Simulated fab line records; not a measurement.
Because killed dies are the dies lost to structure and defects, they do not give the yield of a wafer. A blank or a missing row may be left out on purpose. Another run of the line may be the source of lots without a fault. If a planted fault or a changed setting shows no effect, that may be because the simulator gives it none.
8D (eight disciplines) problem report, filled in by code ; flow sky130 ; the parts of the form that need people (team, actions taken, sign-off) are left out

## 1. THE PROBLEM
At SKY_VT_ADJUST_PCH_STRIP_09, strip-time-to-endpoint-s averages 35.11 s over 4 wafers from 3 lots, while fault-free wafers read 36.92 s, standard deviation 0.11. Relative to the usual mean, that is a shift of -16 standard deviations.
The step: strips in O2/N2.
First seen on wafer L964.2, day 13 21:25, on plasma-asher-04. Wafers with a number at this step in the record: 33, from 12 lots. The rule behind "out" and "out of limits": a value lying over 4 standard deviations away from the usual mean. The other wafers with a number count as sound.

## 2. WHAT IT IS; WHAT IT IS NOT
question;is;is not
which readings at this step;strip-time-to-endpoint-s;chamber-pressure-mTorr, drypump-motor-current-A, oes-product-au
which lots;L964, L965, L967;L953, L956, L957, L958, L968, L969, L971, L973, L976
which wafers of those lots;L964.2, L965.2, L965.6, L967.6;L964.5, L967.5
read on which tools;plasma-asher-04;plasma-asher-01, plasma-asher-03
when;from day 13 21:25;"up to then (13 sound wafers); but 16 sound wafers of L967, L968, L969, L971, L973, L976 came after"

## 3. SUSPECTS, AND WHAT RULES EACH OUT
Counting: if a tool at a process step up to the reading ran every lot that is out, it stays a suspect. Sound lots after the first of them don't rule it out here, since some wafers of a struck lot are sound.
- litho-track-03 at SKY_VT_ADJUST_PCH_COAT_02 (resist thk 3000 nm): kept. It ran every lot that is out, first L964 (day 13 08:46); its last sound lot up to then is L958 (day 11 13:19).
- plasma-asher-04 at SKY_VT_ADJUST_PCH_STRIP_09 (strips in O2/N2): kept. It ran every lot that is out, first L964 (day 13 21:25); its last sound lot up to then is L953 (day 10 09:00). Its own strip-time-to-endpoint-s readings are out on those wafers.
After counting, litho-track-03 at SKY_VT_ADJUST_PCH_COAT_02 and plasma-asher-04 at SKY_VT_ADJUST_PCH_STRIP_09 remain.

## 4. THE CAUSE (what the simulator had put in)
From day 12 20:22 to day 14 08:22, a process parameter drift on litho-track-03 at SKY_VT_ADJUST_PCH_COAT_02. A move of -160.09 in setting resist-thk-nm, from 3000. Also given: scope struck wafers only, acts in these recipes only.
2 suspects survive the count, and this tool is in that group.

## 5. THE EFFECT CHAIN, in route order
One row per reading whose mean, taken over the struck wafers that have a number, lies over 3 standard deviations from the usual. Scope: only readings with a usual standard deviation given in the record; hours: median across lots of the time from each lot's start at the first step in this table that gives one to its start at this step; sigmas: change in usual standard deviations.
hours;step;reading;usual;on struck wafers;change;sigmas
0;SKY_VT_ADJUST_PCH_STRIP_09;strip-time-to-endpoint-s;36.92 s;35.11;-1.81;-16
The process steps in it:
- SKY_VT_ADJUST_PCH_STRIP_09: strips in O2/N2.
At these later measuring or inspecting steps, every struck wafer for which the step has a row has a number for every such reading, and none has moved that far: SKY_POLY_CUT_OVL_MEAS_09, SKY_LOCAL_INTERCONNECT_THK_MEAS_02.

## 6. HOW IT WOULD HAVE BEEN CAUGHT EARLIER
The fault began at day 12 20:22; the first out-of-limits reading in this record came at day 13 21:25, 25 hours later.
An alarm limit of 4 standard deviations would not have fired on the tool readings at SKY_VT_ADJUST_PCH_COAT_02 for which the record gives a usual standard deviation, since none of them was out on any struck wafer.
L967, from the lots that are out (3), started SKY_VT_ADJUST_PCH_COAT_02 on litho-track-03 later than day 13 21:25. It would have been spared by a hold on the tool at that moment.
